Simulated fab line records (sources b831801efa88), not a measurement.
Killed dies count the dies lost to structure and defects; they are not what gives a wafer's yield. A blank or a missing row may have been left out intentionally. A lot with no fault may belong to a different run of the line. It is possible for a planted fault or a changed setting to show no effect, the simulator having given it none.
2 desks, one fault | flow sky130 | each desk holds nothing but its own numbers, with what lay behind them at the end

## TOOL OWNER'S DESK, implanter-04
For each lot that ran on this tool, the mean over its sampled wafers that have a number, from the tool's own readings at SKY_SONOS_TUNNEL_IMPLANT_09. If a lot's mean is further than 4 standard deviations from the usual mean, the lot is out of limits and carries the mark OUT (the distance appears in the brackets).
Columns: A = beam on s at SKY_SONOS_TUNNEL_IMPLANT_09, usual 9.97 s; B = dose ions cm2 at SKY_SONOS_TUNNEL_IMPLANT_09, usual 1e+12; C = faraday current uA at SKY_SONOS_TUNNEL_IMPLANT_09, usual 5.65
lot  | first seen here | A              | B     | C
L292 | day 15 07:44    | 9.24           | 1e+12 | 6.19 (+4.9) OUT
L296 | day 16 09:34    | 7.53 (-12) OUT | 1e+12 | 7.47 (+17) OUT
Finding of this desk: L292, L296 out of limits; the first was L292 at day 15 07:44, on faraday current uA at SKY_SONOS_TUNNEL_IMPLANT_09. In limits: none.

## THE METROLOGY DESK
What the gauges read, lot by lot, whatever tool the lot ran on: means of the sampled wafers that have a number. If a lot's mean is further than 4 standard deviations from the usual mean, the lot is out of limits and carries the mark OUT (the distance appears in the brackets).
Columns: A = VT_ADJUST_PCH_TW at SKY_VT_ADJUST_PCH_TW_MEAS_10, usual 140.7; B = SONOS_TUNNEL_TW at SKY_SONOS_TUNNEL_TW_MEAS_12, usual 196.2; C = cd nm at SKY_SONOS_ONO_CD_MEAS_13, usual 410.6 nm
lot  | first seen here | A     | B               | C
L282 | day 10 17:14    | 140.9 | 195.6           | 409.7
L283 | day 11 03:45    | 140.7 | 195.6           | 412.5
L284 | day 11 05:14    | 141.5 | 197.6           | 405.4
L286 | day 11 19:21    | 141.1 | 198.2           | 410.1
L292 | day 14 04:50    | 139.8 | 190.8           | 411.2
L296 | day 15 06:17    | 141.4 | 181.0 (-10) OUT | 410.2
L297 | day 15 12:28    | 139.7 | 194.2           | 409.1
L299 | day 16 17:52    | 140.8 | 197.0           | 411.5
L300 | day 16 20:05    | 139.3 | 195.8           | 410.8
L302 | day 17 05:18    | 139.7 | 195.8           | 409.1
L303 | day 17 13:23    | 139.5 | 196.5           | 411.7
L304 | day 17 17:17    | 139.2 | 196.1           | 407.2
This desk finds L296 out of limits, with the earliest case on L296 at day 16 09:59 (SONOS_TUNNEL_TW at SKY_SONOS_TUNNEL_TW_MEAS_12). In limits: L282, L283, L284, L286, L292, L297, L299, L300, L302, L303, L304.

## BROUGHT TOGETHER
At day 15 07:44, on L292, L296, the tool owner's desk was in a position to raise an alarm.
On L296, the metrology desk was in a position to raise an alarm at day 16 09:59.
The metrology desk holds a record of L292, inside its limits.
The lots listed all ran SKY_SONOS_TUNNEL_IMPLANT_09 on implanter-04.

## WHAT WAS PUT IN BY THE SIMULATOR
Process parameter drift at SKY_SONOS_TUNNEL_IMPLANT_09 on implanter-04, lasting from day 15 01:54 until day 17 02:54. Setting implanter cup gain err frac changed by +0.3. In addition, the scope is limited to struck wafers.
Struck lots among those shown: L292, L296.
Counting hours from when the fault started, the first reading out of limits came at 6 for the tool owner's desk and at 32 for the metrology desk.
